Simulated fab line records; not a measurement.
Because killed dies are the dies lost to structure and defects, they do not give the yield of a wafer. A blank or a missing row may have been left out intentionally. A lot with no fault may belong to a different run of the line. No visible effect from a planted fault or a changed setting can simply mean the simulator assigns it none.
Problem report in the 8D (eight disciplines) form, filled by code + flow sky130 + the parts of the form that need people (team, actions taken, sign-off) are left out

== 1. PROBLEM STATEMENT ==
Across 6 wafers from 2 lots, LDD_HVP_TW at SKY_LDD_HVP_TW_MEAS_10 averages 29.9, while fault-free wafers read 455.6 with a standard deviation of 2.1. That is -99 or more standard deviations from the usual mean.
First observed at day 29 04:05: wafer L428.1, on film_metro-02. The record holds 42 wafers of 14 lots with a number at this step. The rule behind "out" and "out of limits": a value lying over 4 standard deviations away from the usual mean. All remaining wafers that have a number are taken as sound.

== 2. WHAT IT IS, AND WHAT IT ISN'T ==
| question                    | is                     | is not                                                                 |
|-----------------------------|------------------------|------------------------------------------------------------------------|
| which readings at this step | LDD_HVP_TW             | -                                                                      |
| which lots                  | L428, L429             | L407, L408, L409, L410, L411, L412, L414, L415, L416, L417, L423, L430 |
| which wafers of those lots  | all that have a number | -                                                                      |
| read on which gauges        | film_metro-02          | film_metro-03, film_metro-04                                           |
| when                        | from day 29 04:05      | up to then (33 sound wafers); but 3 sound wafers of L430 came after    |

== 3. THE SUSPECTS, EACH WITH WHAT RULES IT OUT ==
Counting: a tool stays on the suspect list if, at a process step up to the reading, it processed all lots that are out and no sound lot following the first of them.
- ruled out: the gauge at SKY_LDD_HVP_TW_MEAS_10. All the wafers that are out were read on film_metro-02, but those of them that SKY_LDD_HVP_STRIP_09 has rows for are out there too, on other tools.
- plasma_asher-02 at SKY_LDD_HVN_STRIP_09 (strips in O2/N2): kept. It ran every lot that is out, first L428 (day 28 03:03), and no sound lot after that; its last sound lot up to then is L417 (day 24 08:23).
- plasma_asher-01 at SKY_LDD_HVP_STRIP_09 (strips in O2/N2): kept. It ran every lot that is out, first L428 (day 29 03:59), and no sound lot after that; its last sound lot up to then is L423 (day 27 11:21). On those wafers its own readings are out: oes_product_au, strip_time_to_endpoint_s.
Left after counting: plasma_asher-02 at SKY_LDD_HVN_STRIP_09, plasma_asher-01 at SKY_LDD_HVP_STRIP_09.

== 4. THE CAUSE (what the simulator had put in) ==
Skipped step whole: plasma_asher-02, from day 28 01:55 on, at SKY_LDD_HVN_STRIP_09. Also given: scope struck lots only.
Counting left 2 suspects, and this tool is among them.

== 5. SEQUENCE OF EFFECTS, ordered by route ==
Each row: a reading whose mean over the struck wafers that have a number lies more than 3 standard deviations from the usual. Only readings for which the record gives a usual standard deviation are gone through. hours: the time from each lot's start at the first step in this table that gives one to its start at this step, as a median over the lots. sigmas: the change in usual standard deviations.
| hours | step                   | reading                  | usual      | on struck wafers | change | sigmas      |
|-------|------------------------|--------------------------|------------|------------------|--------|-------------|
| 0     | SKY_LDD_HVP_STRIP_09   | oes_product_au           | 0.409 a.u. | 0.609            | +0.200 | +44         |
| 0     | SKY_LDD_HVP_STRIP_09   | strip_time_to_endpoint_s | 4.139 s    | 8.971            | +4.832 | +99 or more |
| 0     | SKY_LDD_HVP_TW_MEAS_10 | LDD_HVP_TW               | 455.6      | 29.9             | -425.7 | -99 or more |
Its process steps:
- SKY_LDD_HVP_STRIP_09: strips in O2/N2.
Readings that are blank on the struck wafers while sound wafers have them: chamber_pressure_mTorr at SKY_LDD_HVN_STRIP_09; drypump_motor_current_A at SKY_LDD_HVN_STRIP_09; o2_flow_sccm at SKY_LDD_HVN_STRIP_09; oes_product_au at SKY_LDD_HVN_STRIP_09; strip_time_to_endpoint_s at SKY_LDD_HVN_STRIP_09.

== 6. WHAT WOULD HAVE CAUGHT IT SOONER ==
The first out-of-limits reading at a measuring or inspecting step in this record came at day 29 04:05, 26 hours after the fault's start at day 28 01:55.
At SKY_LDD_HVN_STRIP_09 the tool's readings are blank on the struck wafers, where sound wafers have them: an empty tool record is the first sign, and it was there at once.
The start of SKY_LDD_HVN_STRIP_09 on plasma_asher-02 came by day 29 04:05 for every one of the lots that are out (2). Holding the tool at that point would not have protected any of them.
